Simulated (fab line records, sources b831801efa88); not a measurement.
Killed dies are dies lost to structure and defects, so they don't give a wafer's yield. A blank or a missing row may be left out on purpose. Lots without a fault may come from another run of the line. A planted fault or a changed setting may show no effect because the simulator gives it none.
Which tool did it? | flow gf180mcu | 12 lots, 34 wafers sampled, at 7 steps of a route of 602

WHAT THE GAUGES READ, wafer by wafer
GF_HV_LDD_OVL_MEAS_47. Usual: HV_LDD_03_OVL -0.4 nm, standard deviation 1.3.
lot  | measured     | on         | HV_LDD_03_OVL (nm) | flag
L186 | day 12 06:18 | overlay-01 | -1.6 0.9 -0.7      |
L188 | day 12 18:00 | overlay-02 | 0.6 0.1 -0.7       |
L189 | day 13 04:50 | overlay-02 | -1.5 -1.5 -1.2     |
L190 | day 13 10:19 | overlay-01 | 1.7 1.5            |
L192 | day 14 05:38 | overlay-02 | -0.4 -1.3 -1.0     |
L198 | day 17 05:02 | overlay-01 | -2.7 -2.0 0.0      |
L199 | day 17 08:05 | overlay-02 | 1.3 0.5 -0.1       |
L205 | day 18 17:00 | overlay-01 | 3.1 2.5 2.6        |
L206 | day 19 00:08 | overlay-01 | -0.2 -1.2 -1.1     |
L207 | day 19 08:00 | overlay-01 | 1.4 2.1 2.0        |
L208 | day 19 15:21 | overlay-01 | 1.2 1.1            |
L209 | day 19 23:38 | overlay-01 | -0.8 -1.2 -0.4     |

GF_HV_LDD_THK_MEAS_55. Usual: HV_LDD_CVD_54_THK 10.01 nm, standard deviation 0.14.
lot  | measured     | on            | HV_LDD_CVD_54_THK (nm) | flag
L186 | day 12 07:55 | film_metro-01 | 9.84 9.80 9.88         |
L188 | day 12 19:37 | film_metro-01 | 9.73 9.91 9.89         |
L189 | day 13 06:27 | film_metro-01 | 10.02 9.97 10.03       |
L190 | day 13 12:00 | film_metro-01 | 10.08 10.13            |
L192 | day 14 07:14 | film_metro-01 | 10.12 10.07 10.04      |
L198 | day 17 07:11 | film_metro-01 | 10.06 10.04 9.99       |
L199 | day 17 09:41 | film_metro-04 | 9.81 9.81 9.83         |
L205 | day 18 18:36 | film_metro-04 | 10.05 10.24 10.18      |
L206 | day 19 01:44 | film_metro-04 | 10.13 10.24 10.20      |
L207 | day 19 09:36 | film_metro-04 | 10.06 10.02 9.97       |
L208 | day 19 16:58 | film_metro-04 | 9.69 9.82              |
L209 | day 20 01:16 | film_metro-01 | 9.84 9.89 9.85         |

GF_NSD_CD_MEAS_07: target cd 400 nm. Usual: cd_nm 399.5 nm, standard deviation 2.4.
lot  | measured     | on        | cd_nm (nm)        | flag
L186 | day 13 04:29 | cd_sem-02 | 402.6 399.6 400.8 |
L188 | day 13 17:18 | cd_sem-02 | 400.5 399.4 400.1 |
L189 | day 14 04:46 | cd_sem-01 | 395.3 396.4 396.9 |
L190 | day 14 10:10 | cd_sem-01 | 402.2 401.2       |
L192 | day 15 04:58 | cd_sem-02 | 397.5 399.6 400.1 |
L198 | day 18 07:45 | cd_sem-02 | 397.1 399.2 401.5 |
L199 | day 18 12:26 | cd_sem-02 | 399.8 397.9 398.7 |
L205 | day 19 19:58 | cd_sem-01 | 396.7 397.5 400.8 |
L206 | day 20 03:19 | cd_sem-01 | 400.8 396.9 397.9 |
L207 | day 20 11:19 | cd_sem-01 | 399.5 398.3 400.1 |
L208 | day 20 18:39 | cd_sem-02 | 397.1 395.7       |
L209 | day 21 04:19 | cd_sem-01 | 403.3 403.1 404.0 |

GF_NSD_TW_MEAS_12. Usual: NSD_TW 4270, standard deviation 60.
lot  | measured     | on            | NSD_TW         | flag
L186 | day 13 05:01 | film_metro-04 | 4175 4204 4185 |
L188 | day 13 17:50 | film_metro-04 | 4188 4212 4186 |
L189 | day 14 05:19 | film_metro-04 | 4267 4283 4278 |
L190 | day 14 10:41 | film_metro-04 | 4232 4263      |
L192 | day 15 05:31 | film_metro-03 | 4352 4373 4361 |
L198 | day 18 08:17 | film_metro-03 | 4647 4662 4658 | OFF
L199 | day 18 12:59 | film_metro-02 | 4603 4622 4601 | OFF
L205 | day 19 20:31 | film_metro-04 | 4187 4200 4199 |
L206 | day 20 03:53 | film_metro-03 | 4348 4366 4351 |
L207 | day 20 11:53 | film_metro-03 | 4363 4356 4356 |
L208 | day 20 19:11 | film_metro-02 | 4244 4231      |
L209 | day 21 04:51 | film_metro-04 | 4229 4214 4183 |

GF_PSD_RS_MEAS_14: measures by four-point-probe. Usual: NSD_RS 46.11 ohm/sq, standard deviation 0.079.
lot  | measured     | on            | NSD_RS (ohm/sq)   | flag
L186 | day 14 01:07 | film_metro-04 | 46.24 46.22 46.22 |
L188 | day 14 15:20 | film_metro-02 | 46.17 46.05 46.19 |
L189 | day 15 02:04 | film_metro-04 | 46.13 46.18 46.19 |
L190 | day 15 07:56 | film_metro-02 | 46.12 46.05       |
L192 | day 16 03:28 | film_metro-03 | 46.11 46.00 46.13 |
L198 | day 19 07:41 | film_metro-02 | 40.70 40.78 40.82 | OFF
L199 | day 19 13:44 | film_metro-04 | 40.83 40.80 40.93 | OFF
L205 | day 20 21:06 | film_metro-02 | 46.10 46.01 45.96 |
L206 | day 21 03:40 | film_metro-02 | 46.10 46.17 46.05 |
L207 | day 21 12:56 | film_metro-03 | 46.05 46.15 46.13 |
L208 | day 21 19:39 | film_metro-02 | 46.15 46.09       |
L209 | day 22 04:39 | film_metro-03 | 46.03 46.01 46.11 |

WHICH TOOL RAN EACH LOT (tool, then ch and the chambers of the sampled wafers, then the start)
lot  | GF_NSD_IMPLANT_09               | GF_NSD_STRIP_11
L186 | implanter-03 ch 0, day 13 04:40 | plasma_asher-03 ch 0,1, day 13 04:55
L188 | implanter-01 ch 0, day 13 17:28 | plasma_asher-03 ch 0, day 13 17:44
L189 | implanter-03 ch 0, day 14 04:55 | plasma_asher-03 ch 0, day 14 05:13
L190 | implanter-01 ch 0, day 14 10:20 | plasma_asher-01 ch 0,1, day 14 10:36
L192 | implanter-01 ch 0, day 15 05:07 | plasma_asher-03 ch 0, day 15 05:25
L198 | implanter-01 ch 0, day 18 07:55 | plasma_asher-03 ch 0,1, day 18 08:11
L199 | implanter-01 ch 0, day 18 12:35 | plasma_asher-03 ch 0,1, day 18 12:53
L205 | implanter-04 ch 0, day 19 20:07 | plasma_asher-01 ch 0,1, day 19 20:25
L206 | implanter-03 ch 0, day 20 03:29 | plasma_asher-01 ch 0,1, day 20 03:47
L207 | implanter-03 ch 0, day 20 11:29 | plasma_asher-02 ch 0,1, day 20 11:47
L208 | implanter-04 ch 0, day 20 18:49 | plasma_asher-02 ch 0, day 20 19:05
L209 | implanter-03 ch 0, day 21 04:29 | plasma_asher-03 ch 0,1, day 21 04:46
- GF_NSD_IMPLANT_09
- GF_NSD_STRIP_11: strips in O2/N2.

WHAT THE TOOLS THEMSELVES READ (means of the sampled wafers that have a number; where no wafer has one, the mark that the record gives instead)
GF_NSD_IMPLANT_09. Usual: beam_energy_keV 59.996, standard deviation 0.017; faraday_current_uA 12168, standard deviation 750.
lot  | tool         | beam_energy_keV | faraday_current_uA | flag
L186 | implanter-03 | 59.992          | 12687              |
L188 | implanter-01 | 60.013          | 12023              |
L189 | implanter-03 | 59.997          | 12472              |
L190 | implanter-01 | 59.983          | 12314              |
L192 | implanter-01 | 60.000          | 11944              |
L198 | implanter-01 | 82.261          | -                  | OFF
L199 | implanter-01 | 82.239          | -                  | OFF
L205 | implanter-04 | 60.008          | 10902              |
L206 | implanter-03 | 59.999          | 12997              |
L207 | implanter-03 | 59.992          | 12730              |
L208 | implanter-04 | 59.962          | 10437              |
L209 | implanter-03 | 59.978          | 12537              |

GF_NSD_STRIP_11. Usual: drypump_motor_current_A 5.44 A, standard deviation 0.17; heater_power_w 335 W, standard deviation 47; oes_product_au 0.487 a.u., standard deviation 0.0044; strip_time_to_endpoint_s 22.96 s, standard deviation 0.042.
lot  | tool            | drypump_motor_current_A (A) | heater_power_w (W) | oes_product_au (a.u.) | strip_time_to_endpoint_s (s) | flag
L186 | plasma_asher-03 | 5.35                        | 305                | 0.484                 | 22.92                        |
L188 | plasma_asher-03 | 5.32                        | 345                | 0.484                 | 22.90                        |
L189 | plasma_asher-03 | 5.26                        | 342                | 0.489                 | 23.00                        |
L190 | plasma_asher-01 | 5.60                        | 336                | 0.487                 | 23.02                        |
L192 | plasma_asher-03 | 5.28                        | 345                | 0.487                 | 22.95                        |
L198 | plasma_asher-03 | 5.37                        | 307                | 0.457                 | 26.06                        | OFF
L199 | plasma_asher-03 | 5.32                        | 311                | 0.457                 | 26.06                        | OFF
L205 | plasma_asher-01 | 5.57                        | 324                | 0.488                 | 22.99                        |
L206 | plasma_asher-01 | 5.62                        | 367                | 0.484                 | 22.93                        |
L207 | plasma_asher-02 | 5.35                        | 358                | 0.489                 | 22.97                        |
L208 | plasma_asher-02 | 5.67                        | 400                | 0.488                 | 22.98                        |
L209 | plasma_asher-03 | 5.29                        | 318                | 0.486                 | 22.95                        |

THE ANSWER, worked out from the rows above alone
Rule: a lot is off if the mean of its wafers that have a number lies more than 3 standard deviations from the usual mean. A lot without any number at a reading at which 4 lots or more have one is off too. The other lots that the step has rows for count as sound. The gauges are gone through in route order, then the tools' own readings, and for those a lot's mean is taken as printed above. The first step at which some lot is off is used, and at that step the reading that is off furthest; a lot without a number counts as furthest.
Off: L198, L199, at GF_NSD_TW_MEAS_12 (NSD_TW).
A tool fits if, at a process step before that reading, it ran every lot that is off, and no sound lot after the first of them. The gauges at GF_NSD_TW_MEAS_12 aren't tried: what is off there is off at GF_NSD_IMPLANT_09 too, on other tools, and a gauge's error can't cause that. One fits: implanter-01 at GF_NSD_IMPLANT_09. Its last sound lot is L192 (day 15 05:07), its first lot that is off L198 (day 18 07:55): a fault that began between those two fits.
The tool's own readings at GF_NSD_IMPLANT_09 bear it out: on the lots that are off they differ by more than 5 times the standard deviation of the sound lots' means. beam_energy_keV reads 82.250 there against 59.992 on the sound lots.
Blank at GF_NSD_IMPLANT_09 on the lots that are off, where sound lots have numbers: faraday_current_uA.

WHAT THE SIMULATOR HAD PUT IN
Process parameter drift: implanter-01, from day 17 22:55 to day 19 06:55, at GF_NSD_IMPLANT_09. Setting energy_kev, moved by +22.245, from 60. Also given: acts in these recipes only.
Lots struck among those shown: L198, L199. The rule above found the same.
